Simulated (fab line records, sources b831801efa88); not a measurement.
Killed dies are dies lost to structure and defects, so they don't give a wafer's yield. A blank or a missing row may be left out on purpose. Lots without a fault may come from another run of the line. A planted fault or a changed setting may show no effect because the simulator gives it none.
Which tool did it? | flow gf180mcu | 24 lots, 72 wafers sampled, at 6 steps of a route of 602

WHAT THE GAUGES READ, wafer by wafer
GF_V4_CD_MEAS_14: target cd 260 nm. Usual: cd_nm 259.8 nm, standard deviation 1.3.
lot  | measured     | on        | cd_nm (nm)        | flag
L074 | day 24 13:01 | cd_sem-02 | 258.6 257.8 259.4 |
L075 | day 24 18:50 | cd_sem-01 | 261.3 260.9 261.3 |
L076 | day 25 06:37 | cd_sem-02 | 261.1 261.4 261.7 |
L077 | day 25 14:16 | cd_sem-01 | 260.1 260.1 259.9 |
L078 | day 25 21:43 | cd_sem-01 | 261.7 261.1 260.6 |
L079 | day 26 04:43 | cd_sem-01 | 258.6 259.9 261.0 |
L080 | day 26 20:11 | cd_sem-02 | 259.1 259.6 259.6 |
L081 | day 27 07:02 | cd_sem-02 | 259.2 258.5 258.7 |
L082 | day 27 09:14 | cd_sem-01 | 263.3 263.1 262.1 |
L083 | day 27 15:02 | cd_sem-01 | 259.9 259.1 260.1 |
L084 | day 28 01:28 | cd_sem-02 | 260.6 260.0 259.9 |
L085 | day 28 02:19 | cd_sem-01 | 260.6 261.4 261.0 |
L086 | day 28 09:22 | cd_sem-02 | 259.8 259.5 259.7 |
L087 | day 28 20:19 | cd_sem-02 | 259.5 260.6 258.9 |
L088 | day 29 05:55 | cd_sem-01 | 257.6 256.8 256.0 |
L089 | day 29 10:02 | cd_sem-01 | 257.6 258.5 258.0 |
L090 | day 29 13:23 | cd_sem-01 | 258.8 257.5 257.5 |
L091 | day 29 23:17 | cd_sem-01 | 258.8 257.9 258.6 |
L092 | day 30 01:34 | cd_sem-02 | 259.3 259.3 259.9 |
L093 | day 30 10:05 | cd_sem-01 | 259.5 259.0 258.7 |
L094 | day 30 21:40 | cd_sem-01 | 261.7 260.2 259.0 |
L095 | day 30 23:47 | cd_sem-02 | 261.9 262.0 261.7 |
L096 | day 31 06:22 | cd_sem-01 | 261.7 259.5 259.3 |
L097 | day 31 11:34 | cd_sem-02 | 260.2 260.7 259.6 |

GF_PASSIVATION_THK_MEAS_03. Usual: PASSIVATION_CVD_02_THK 700 nm, standard deviation 9.
lot  | measured     | on            | PASSIVATION_CVD_02_THK (nm) | flag
L074 | day 28 07:05 | film_metro-04 | 685 691 697                 |
L075 | day 28 12:22 | film_metro-01 | 699 715 716                 |
L076 | day 28 23:23 | film_metro-01 | 691 691 692                 |
L077 | day 29 05:02 | film_metro-04 | 700 696 697                 |
L078 | day 29 13:39 | film_metro-01 | 694 690 709                 |
L079 | day 29 17:38 | film_metro-01 | 700 704 712                 |
L080 | day 30 08:43 | film_metro-03 | 690 702 689                 |
L081 | day 30 18:26 | film_metro-03 | 688 691 704                 |
L082 | day 30 20:17 | film_metro-03 | 683 701 697                 |
L083 | day 31 01:41 | film_metro-04 | 694 708 699                 |
L084 | day 31 11:17 | film_metro-01 | 701 695 690                 |
L085 | day 31 12:29 | film_metro-03 | 684 691 705                 |
L086 | day 31 17:13 | film_metro-04 | 696 691 703                 |
L087 | day 32 04:10 | film_metro-01 | 708 706 695                 |
L088 | day 32 12:35 | film_metro-01 | 683 697 706                 |
L089 | day 32 15:45 | film_metro-04 | 703 700 717                 |
L090 | day 32 18:11 | film_metro-01 | 697 707 713                 |
L091 | day 33 04:04 | film_metro-04 | 699 691 697                 |
L092 | day 33 04:46 | film_metro-03 | 686 704 699                 |
L093 | day 33 12:53 | film_metro-03 | 713 704 716                 |
L094 | day 33 22:54 | film_metro-03 | 703 691 699                 |
L095 | day 33 23:31 | film_metro-01 | 695 696 701                 |
L096 | day 34 07:29 | film_metro-03 | 713 716 705                 |
L097 | day 34 10:38 | film_metro-03 | 694 713 706                 |

WHICH TOOL RAN EACH LOT (tool, then ch and the chambers of the sampled wafers, then the start)
lot  | GF_V3_SPUTTER_21             | GF_V4_CMP_26                  | GF_MIM_SPUTTER_08            | GF_TOP_METAL_METAL_ETCH_16
L074 | pvd_sputter-01, day 22 14:05 | cmp-02 ch 1,2, day 24 14:17   | pvd_sputter-03, day 24 14:53 | rie_metal-02 ch 0,1, day 28 05:56
L075 | pvd_sputter-04, day 22 19:51 | cmp-01 ch 1,3, day 24 20:06   | pvd_sputter-01, day 24 20:43 | rie_metal-03 ch 0,1, day 28 11:13
L076 | pvd_sputter-01, day 23 07:40 | cmp-02 ch 0,2, day 25 07:54   | pvd_sputter-04, day 25 08:31 | rie_metal-04 ch 0,1, day 28 22:14
L077 | pvd_sputter-02, day 23 15:59 | cmp-01 ch 0,2,3, day 25 15:29 | pvd_sputter-04, day 25 16:08 | rie_metal-02 ch 0,1, day 29 03:53
L078 | pvd_sputter-01, day 23 23:15 | cmp-02 ch 0,2,3, day 25 23:00 | pvd_sputter-01, day 25 23:34 | rie_metal-03 ch 0,1, day 29 12:29
L079 | pvd_sputter-04, day 24 07:29 | cmp-02 ch 0,2, day 26 06:02   | pvd_sputter-04, day 26 06:38 | rie_metal-04 ch 0,1, day 29 16:26
L080 | pvd_sputter-01, day 24 22:37 | cmp-02 ch 1,2,3, day 26 21:24 | pvd_sputter-01, day 26 22:04 | rie_metal-02 ch 0,1, day 30 07:34
L081 | pvd_sputter-02, day 25 11:01 | cmp-02 ch 0,2,3, day 27 08:14 | pvd_sputter-04, day 27 08:53 | rie_metal-04 ch 1, day 30 17:08
L082 | pvd_sputter-04, day 25 13:50 | cmp-02 ch 0,1, day 27 10:26   | pvd_sputter-03, day 27 11:05 | rie_metal-03 ch 0,1, day 30 19:07
L083 | pvd_sputter-04, day 25 19:20 | cmp-01 ch 0,1,2, day 27 16:19 | pvd_sputter-01, day 27 16:55 | rie_metal-02 ch 0,1, day 31 00:32
L084 | pvd_sputter-04, day 26 02:41 | cmp-02 ch 0,1,2, day 28 02:43 | pvd_sputter-04, day 28 03:22 | rie_metal-04 ch 0,1, day 31 10:08
L085 | pvd_sputter-02, day 26 06:59 | cmp-02 ch 1,2,3, day 28 03:41 | pvd_sputter-03, day 28 04:11 | rie_metal-02 ch 0,1, day 31 11:19
L086 | pvd_sputter-02, day 26 15:26 | cmp-02 ch 0,3, day 28 10:33   | pvd_sputter-04, day 28 11:13 | rie_metal-03 ch 0,1, day 31 16:02
L087 | pvd_sputter-02, day 27 02:27 | cmp-02 ch 0,1,3, day 28 21:34 | pvd_sputter-01, day 28 22:11 | rie_metal-02 ch 0,1, day 32 02:53
L088 | pvd_sputter-04, day 27 12:02 | cmp-01 ch 1,2,3, day 29 07:14 | pvd_sputter-03, day 29 07:48 | rie_metal-04 ch 0,1, day 32 11:26
L089 | pvd_sputter-01, day 27 16:08 | cmp-02 ch 0,1,3, day 29 11:17 | pvd_sputter-01, day 29 11:50 | rie_metal-02 ch 0,1, day 32 14:38
L090 | pvd_sputter-04, day 27 20:38 | cmp-02 ch 0,1,2, day 29 14:46 | pvd_sputter-01, day 29 15:23 | rie_metal-02 ch 0,1, day 32 17:01
L091 | pvd_sputter-01, day 28 06:59 | cmp-01 ch 0,1,3, day 30 00:31 | pvd_sputter-01, day 30 01:10 | rie_metal-03 ch 0,1, day 33 02:53
L092 | pvd_sputter-02, day 28 08:23 | cmp-02 ch 1,2,3, day 30 02:56 | pvd_sputter-01, day 30 03:26 | rie_metal-04 ch 0,1, day 33 03:32
L093 | pvd_sputter-02, day 28 17:59 | cmp-02 ch 1,2,3, day 30 11:27 | pvd_sputter-04, day 30 11:58 | rie_metal-02 ch 0,1, day 33 11:44
L094 | pvd_sputter-02, day 29 06:46 | cmp-02 ch 0,2, day 30 22:51   | pvd_sputter-04, day 30 23:31 | rie_metal-03 ch 0,1, day 33 21:44
L095 | pvd_sputter-01, day 29 07:34 | cmp-02 ch 0,3, day 31 01:03   | pvd_sputter-03, day 31 01:40 | rie_metal-02 ch 0,1, day 33 22:20
L096 | pvd_sputter-01, day 29 15:55 | cmp-02 ch 0,3, day 31 07:43   | pvd_sputter-03, day 31 08:23 | rie_metal-03 ch 0,1, day 34 06:18
L097 | pvd_sputter-02, day 29 21:20 | cmp-02 ch 0,2,3, day 31 12:48 | pvd_sputter-04, day 31 13:25 | rie_metal-02 ch 0,1, day 34 09:29
- GF_V3_SPUTTER_21: material Ti, target thk 15 nm, time 80.02 s.
- GF_V4_CMP_26: polishes, stops on SiO2, t overpolish 15 s, target thk 0 nm.
- GF_MIM_SPUTTER_08: material AlCu, target thk 200 nm, time 10.6 s.
- GF_TOP_METAL_METAL_ETCH_16: etches the open film in Cl2/BCl3, stops on SiO2, target depth 1197 nm, time 199.5 s.

WHAT THE TOOLS THEMSELVES READ (means of the sampled wafers that have a number; where no wafer has one, the mark that the record gives instead)
GF_V3_SPUTTER_21. Usual: cathode_dc_power_W 2500.0 W, standard deviation 0.46; throttle_valve_pct 29.9 %, standard deviation 0.8.
lot  | tool           | cathode_dc_power_W (W) | throttle_valve_pct (%) | flag
L074 | pvd_sputter-01 | 2499.8                 | 30.0                   |
L075 | pvd_sputter-04 | 2500.3                 | 30.6                   |
L076 | pvd_sputter-01 | 2500.0                 | 30.0                   |
L077 | pvd_sputter-02 | 2500.0                 | 29.9                   |
L078 | pvd_sputter-01 | 2499.7                 | 30.7                   |
L079 | pvd_sputter-04 | 2500.4                 | 30.5                   |
L080 | pvd_sputter-01 | 2499.9                 | 29.5                   |
L081 | pvd_sputter-02 | 2500.1                 | 29.5                   |
L082 | pvd_sputter-04 | 2500.0                 | 29.9                   |
L083 | pvd_sputter-04 | 2499.9                 | 30.0                   |
L084 | pvd_sputter-04 | 2500.0                 | 30.1                   |
L085 | pvd_sputter-02 | 2500.5                 | 30.1                   |
L086 | pvd_sputter-02 | 2499.9                 | 29.5                   |
L087 | pvd_sputter-02 | 2499.4                 | 29.8                   |
L088 | pvd_sputter-04 | 2500.2                 | 30.1                   |
L089 | pvd_sputter-01 | 2500.0                 | 29.9                   |
L090 | pvd_sputter-04 | 2500.1                 | 30.1                   |
L091 | pvd_sputter-01 | 2499.4                 | 29.5                   |
L092 | pvd_sputter-02 | 2500.4                 | 29.7                   |
L093 | pvd_sputter-02 | 2500.0                 | 29.8                   |
L094 | pvd_sputter-02 | 2500.2                 | 29.9                   |
L095 | pvd_sputter-01 | 2499.6                 | 29.0                   |
L096 | pvd_sputter-01 | 2500.2                 | 29.0                   |
L097 | pvd_sputter-02 | 2500.1                 | 30.2                   |

GF_V4_CMP_26. Usual: edge_zone_pressure_frac 1.001, standard deviation 0.0051; motor_current_A 10.7 A, standard deviation 0.96; overpolish_run_s 15.001 s, standard deviation 0.0098; time_to_endpoint_s 82 s, standard deviation 4.7.
lot  | tool   | edge_zone_pressure_frac | motor_current_A (A) | overpolish_run_s (s) | time_to_endpoint_s (s) | flag
L074 | cmp-02 | 1.005                   | 10.1                | 15.009               | 80                     |
L075 | cmp-01 | 0.999                   | 11.6                | 14.999               | 88                     |
L076 | cmp-02 | 0.998                   | 9.6                 | 14.998               | 79                     |
L077 | cmp-01 | 1.001                   | 11.5                | 15.011               | 87                     |
L078 | cmp-02 | 1.001                   | 10.5                | 15.005               | 79                     |
L079 | cmp-02 | 1.002                   | 10.1                | 15.004               | 85                     |
L080 | cmp-02 | 1.002                   | 10.3                | 15.005               | 77                     |
L081 | cmp-02 | 1.002                   | 10.6                | 15.007               | 85                     |
L082 | cmp-02 | 0.998                   | 10.4                | 15.007               | 80                     |
L083 | cmp-01 | 1.002                   | 11.7                | 14.995               | 84                     |
L084 | cmp-02 | 1.001                   | 10.3                | 15.001               | 81                     |
L085 | cmp-02 | 1.000                   | 10.4                | 15.000               | 78                     |
L086 | cmp-02 | 1.000                   | 11.3                | 15.003               | 87                     |
L087 | cmp-02 | 1.003                   | 11.0                | 14.999               | 86                     |
L088 | cmp-01 | 1.002                   | 11.8                | 15.002               | 81                     |
L089 | cmp-02 | 0.998                   | 10.9                | 15.005               | 82                     |
L090 | cmp-02 | 1.008                   | 9.8                 | 14.999               | 77                     |
L091 | cmp-01 | 0.999                   | 11.4                | 14.999               | 88                     |
L092 | cmp-02 | 0.998                   | 10.3                | 15.008               | 79                     |
L093 | cmp-02 | 0.999                   | 9.9                 | 15.004               | 80                     |
L094 | cmp-02 | 1.001                   | 9.7                 | 14.998               | 84                     |
L095 | cmp-02 | 1.003                   | 11.2                | 15.004               | 84                     |
L096 | cmp-02 | 0.999                   | 11.1                | 14.990               | 86                     |
L097 | cmp-02 | 1.004                   | 10.5                | 14.996               | 82                     |

GF_MIM_SPUTTER_08. Usual: cathode_dc_power_W 10600 W, standard deviation 1.9; throttle_valve_pct 30.0 %, standard deviation 0.97.
lot  | tool           | cathode_dc_power_W (W) | throttle_valve_pct (%) | flag
L074 | pvd_sputter-03 | 10600                  | 31.2                   |
L075 | pvd_sputter-01 | 10601                  | 30.1                   |
L076 | pvd_sputter-04 | 10601                  | 30.1                   |
L077 | pvd_sputter-04 | 10599                  | 29.8                   |
L078 | pvd_sputter-01 | 10600                  | 31.0                   |
L079 | pvd_sputter-04 | 10602                  | 29.8                   |
L080 | pvd_sputter-01 | 10601                  | 29.8                   |
L081 | pvd_sputter-04 | 10600                  | 29.8                   |
L082 | pvd_sputter-03 | 10600                  | 30.9                   |
L083 | pvd_sputter-01 | 10601                  | 30.2                   |
L084 | pvd_sputter-04 | 10598                  | 30.0                   |
L085 | pvd_sputter-03 | 10599                  | 29.4                   |
L086 | pvd_sputter-04 | 10601                  | 30.2                   |
L087 | pvd_sputter-01 | 10599                  | 30.4                   |
L088 | pvd_sputter-03 | 10599                  | 30.5                   |
L089 | pvd_sputter-01 | 10600                  | 29.5                   |
L090 | pvd_sputter-01 | 10602                  | 30.4                   |
L091 | pvd_sputter-01 | 10600                  | 30.4                   |
L092 | pvd_sputter-01 | 10600                  | 30.0                   |
L093 | pvd_sputter-04 | 10598                  | 29.7                   |
L094 | pvd_sputter-04 | 10599                  | 30.2                   |
L095 | pvd_sputter-03 | 10599                  | 29.2                   |
L096 | pvd_sputter-03 | 10599                  | 31.0                   |
L097 | pvd_sputter-04 | 10599                  | 30.3                   |

GF_TOP_METAL_METAL_ETCH_16. Usual: drypump_motor_current_A 5.87 A, standard deviation 0.26; oes_product_au 0.991 a.u., standard deviation 0.0091; throttle_valve_pct 28.229 %, standard deviation 0.013.
lot  | tool         | drypump_motor_current_A (A) | oes_product_au (a.u.) | throttle_valve_pct (%) | flag
L074 | rie_metal-02 | 5.95                        | 0.995                 | 28.224                 |
L075 | rie_metal-03 | 5.64                        | 1.000                 | 28.216                 |
L076 | rie_metal-04 | 6.15                        | 0.977                 | 28.254                 |
L077 | rie_metal-02 | 5.80                        | 0.992                 | 28.222                 |
L078 | rie_metal-03 | 5.68                        | 0.995                 | 28.234                 |
L079 | rie_metal-04 | 5.93                        | 0.974                 | 28.240                 |
L080 | rie_metal-02 | 5.93                        | 0.995                 | 28.229                 |
L081 | rie_metal-04 | 6.37                        | 0.975                 | 28.245                 |
L082 | rie_metal-03 | 5.65                        | 0.995                 | 28.226                 |
L083 | rie_metal-02 | 5.81                        | 0.997                 | 28.220                 |
L084 | rie_metal-04 | 6.16                        | 0.978                 | 28.236                 |
L085 | rie_metal-02 | 5.95                        | 0.992                 | 28.225                 |
L086 | rie_metal-03 | 5.67                        | 0.996                 | 28.218                 |
L087 | rie_metal-02 | 5.83                        | 0.993                 | 28.223                 |
L088 | rie_metal-04 | 6.17                        | 0.982                 | 28.238                 |
L089 | rie_metal-02 | 5.82                        | 0.998                 | 28.232                 |
L090 | rie_metal-02 | 5.83                        | 0.995                 | 28.228                 |
L091 | rie_metal-03 | 5.66                        | 0.998                 | 28.220                 |
L092 | rie_metal-04 | 6.14                        | 0.988                 | 28.247                 |
L093 | rie_metal-02 | 5.94                        | 0.994                 | 28.224                 |
L094 | rie_metal-03 | 5.64                        | 0.993                 | 28.230                 |
L095 | rie_metal-02 | 5.95                        | 0.994                 | 28.226                 |
L096 | rie_metal-03 | 5.66                        | 0.998                 | 28.213                 |
L097 | rie_metal-02 | 5.82                        | 0.996                 | 28.220                 |

THE ANSWER, worked out from the rows above alone
Rule: a lot is off if the mean of its wafers that have a number lies more than 3 standard deviations from the usual mean. A lot without any number at a reading at which 4 lots or more have one is off too. The other lots that the step has rows for count as sound. The gauges are gone through in route order, then the tools' own readings, and for those a lot's mean is taken as printed above. The first step at which some lot is off is used, and at that step the reading that is off furthest; a lot without a number counts as furthest.
No lot is off at any reading shown: from this, nothing can be told.

WHAT THE SIMULATOR HAD PUT IN
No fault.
